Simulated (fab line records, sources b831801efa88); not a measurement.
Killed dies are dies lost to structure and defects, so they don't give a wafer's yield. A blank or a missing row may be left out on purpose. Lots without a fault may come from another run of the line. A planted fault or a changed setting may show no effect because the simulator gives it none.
Which tool did it? | flow sky130 | 12 lots, 36 wafers sampled, at 5 steps of a route of 708

WHAT THE GAUGES READ, wafer by wafer
SKY_RES_PROTECT_TW_MEAS_08.
lot  | measured     | on            | POLY_GATE_TW
L800 | day 15 16:57 | film_metro-03 | 4021 4014 4024
L802 | day 16 10:21 | film_metro-04 | 4062 4052 4062
L804 | day 17 08:05 | film_metro-03 | 4095 4080 4056
L805 | day 17 14:11 | film_metro-02 | 4024 4026 4046
L807 | day 19 09:31 | film_metro-02 | 4064 4070 4074
L808 | day 19 12:56 | film_metro-02 | 4076 4053 4072
L809 | day 19 18:30 | film_metro-02 | 4051 4086 4070
L812 | day 20 05:51 | film_metro-02 | 4034 4038 4036
L813 | day 20 19:13 | film_metro-03 | 4028 4012 4009
L820 | day 23 04:48 | film_metro-02 | 4073 4058 4080
L821 | day 23 09:40 | film_metro-04 | 4048 4065 4042
L822 | day 23 18:52 | film_metro-02 | 4043 4066 4049

SKY_POLY_GATE_OVL_MEAS_14.
lot  | measured     | on         | POLY_GATE_OVL (nm)
L800 | day 17 01:06 | overlay-02 | -5 -4 -8
L802 | day 17 17:43 | overlay-02 | -1 -1 5
L804 | day 18 15:57 | overlay-02 | 6 1 -5
L805 | day 18 23:52 | overlay-01 | 0 -2 0
L807 | day 20 17:57 | overlay-01 | -11 -4 -9
L808 | day 20 21:52 | overlay-02 | -8 -4 -2
L809 | day 21 03:02 | overlay-01 | 4 3 3
L812 | day 21 17:01 | overlay-01 | -2 2 -7
L813 | day 22 04:48 | overlay-01 | -8 5 -4
L820 | day 24 13:15 | overlay-01 | -8 -8 -9
L821 | day 24 17:13 | overlay-01 | -6 -4 -4
L822 | day 25 03:09 | overlay-01 | -10 -6 -10

SKY_POLY_GATE_THK_MEAS_21.
lot  | measured     | on            | POLY_GATE_OXIDATION_THK (nm)
L800 | day 17 05:49 | film_metro-04 | 3.98 3.95 3.93
L802 | day 17 19:23 | film_metro-02 | 3.92 3.90 3.81
L804 | day 18 18:24 | film_metro-01 | 3.97 4.00 4.03
L805 | day 19 03:27 | film_metro-02 | 3.89 3.92 3.84
L807 | day 20 20:22 | film_metro-01 | 4.00 3.92 3.96
L808 | day 21 00:58 | film_metro-01 | 6.45 6.59 6.54
L809 | day 21 06:09 | film_metro-04 | 6.60 6.48 6.64
L812 | day 21 20:08 | film_metro-02 | 6.59 6.55 6.58
L813 | day 22 06:29 | film_metro-01 | 4.12 4.09 4.09
L820 | day 24 14:55 | film_metro-01 | 3.86 3.99 3.79
L821 | day 24 19:26 | film_metro-01 | 4.02 4.05 4.02
L822 | day 25 04:49 | film_metro-02 | 3.92 3.91 3.79

WHICH TOOL RAN EACH LOT (tool, then ch and the chambers of the sampled wafers, then the start)
lot  | SKY_SONOS_ONO_ETCH_15              | SKY_POLY_GATE_OXIDATION_20
L800 | rie_diel-02 ch 1,2,3, day 13 05:01 | furnace-02 ch 0, day 17 04:34
L802 | rie_diel-02 ch 1,2,3, day 13 22:21 | furnace-01 ch 0, day 17 18:08
L804 | rie_diel-04 ch 0,3, day 14 16:07   | furnace-02 ch 0, day 18 17:08
L805 | rie_diel-02 ch 0,1,2, day 14 21:13 | furnace-01 ch 0, day 19 02:11
L807 | rie_diel-01 ch 0,1,2, day 16 14:33 | furnace-02 ch 0, day 20 19:07
L808 | rie_diel-01 ch 0,3, day 16 17:18   | furnace-01 ch 0, day 20 22:17
L809 | rie_diel-02 ch 0,1,2, day 16 23:35 | furnace-02 ch 0, day 21 03:29
L812 | rie_diel-04 ch 0,1,2, day 17 10:44 | furnace-02 ch 0, day 21 17:26
L813 | rie_diel-04 ch 0,1,2, day 18 00:08 | furnace-02 ch 0, day 22 05:13
L820 | rie_diel-01 ch 2,3, day 20 08:41   | furnace-01 ch 0, day 24 13:40
L821 | rie_diel-02 ch 0,1,3, day 20 13:09 | furnace-02 ch 0, day 24 18:10
L822 | rie_diel-01 ch 0,2, day 20 21:34   | furnace-01 ch 0, day 25 03:34
- SKY_SONOS_ONO_ETCH_15: etches the open film in CHF3/O2, target depth 19.52 nm, time 7.8 s.
- SKY_POLY_GATE_OXIDATION_20: stabilise 600 s, purge 300 s, target thk 4 nm.

WHAT THE TOOLS THEMSELVES READ (means of the sampled wafers that have a number; where no wafer has one, the mark that the record gives instead)
SKY_SONOS_ONO_ETCH_15.
lot  | tool        | drypump_motor_current_A (A) | oes_product_au (a.u.) | rf_fwd_power_W (W) | throttle_valve_pct (%)
L800 | rie_diel-02 | 5.5                         | 0.990                 | 586                | 8.832
L802 | rie_diel-02 | 5.5                         | 1.003                 | 586                | 8.835
L804 | rie_diel-04 | 6.1                         | 0.995                 | 590                | 8.830
L805 | rie_diel-02 | 5.3                         | 0.986                 | 587                | 8.816
L807 | rie_diel-01 | 6.3                         | 1.002                 | 588                | 8.821
L808 | rie_diel-01 | 6.4                         | 1.007                 | 587                | 8.825
L809 | rie_diel-02 | 5.4                         | 1.006                 | 587                | 8.821
L812 | rie_diel-04 | 6.3                         | 0.997                 | 589                | 8.817
L813 | rie_diel-04 | 6.3                         | 0.996                 | 589                | 8.827
L820 | rie_diel-01 | 6.2                         | 0.987                 | 589                | 8.814
L821 | rie_diel-02 | 5.1                         | 0.990                 | 585                | 8.822
L822 | rie_diel-01 | 6.5                         | 1.001                 | 589                | 8.822

SKY_POLY_GATE_OXIDATION_20.
lot  | tool       | zone_power_lower_pct (%)
L800 | furnace-02 | 14.2
L802 | furnace-01 | 20.0
L804 | furnace-02 | 13.9
L805 | furnace-01 | 19.9
L807 | furnace-02 | 14.1
L808 | furnace-01 | 19.7
L809 | furnace-02 | 14.1
L812 | furnace-02 | 14.2
L813 | furnace-02 | 14.2
L820 | furnace-01 | 20.0
L821 | furnace-02 | 14.2
L822 | furnace-01 | 19.8

THE ANSWER, worked out from the rows above alone
Rule: what is usual is taken from the lots themselves. Put in order of their means at a reading, lots are off if they are a third of the lots or fewer, leave a main group of 4 or more, and stand apart from it by a gap of 3 or more times the standard deviation of the main group's means; of several such gaps the widest counts. A main group whose means are all the same, to the digits that the tables above print for the reading, isn't used. A lot without any number at a reading at which 4 lots or more have one is off too. The other lots that the step has rows for count as sound. The gauges are gone through in route order, then the tools' own readings, and for those a lot's mean is taken as printed above. The first step at which some lot is off is used, and at that step the reading that is off furthest; a lot without a number counts as furthest.
Off: L808, L809, L812, at SKY_POLY_GATE_THK_MEAS_21 (POLY_GATE_OXIDATION_THK). The main group: mean 3.95 nm, standard deviation 0.076.
A tool fits if, at a process step before that reading, it ran every lot that is off, and no sound lot after the first of them. The gauges at SKY_POLY_GATE_THK_MEAS_21 are tried like those tools. None of those tried fits.

WHAT THE SIMULATOR HAD PUT IN
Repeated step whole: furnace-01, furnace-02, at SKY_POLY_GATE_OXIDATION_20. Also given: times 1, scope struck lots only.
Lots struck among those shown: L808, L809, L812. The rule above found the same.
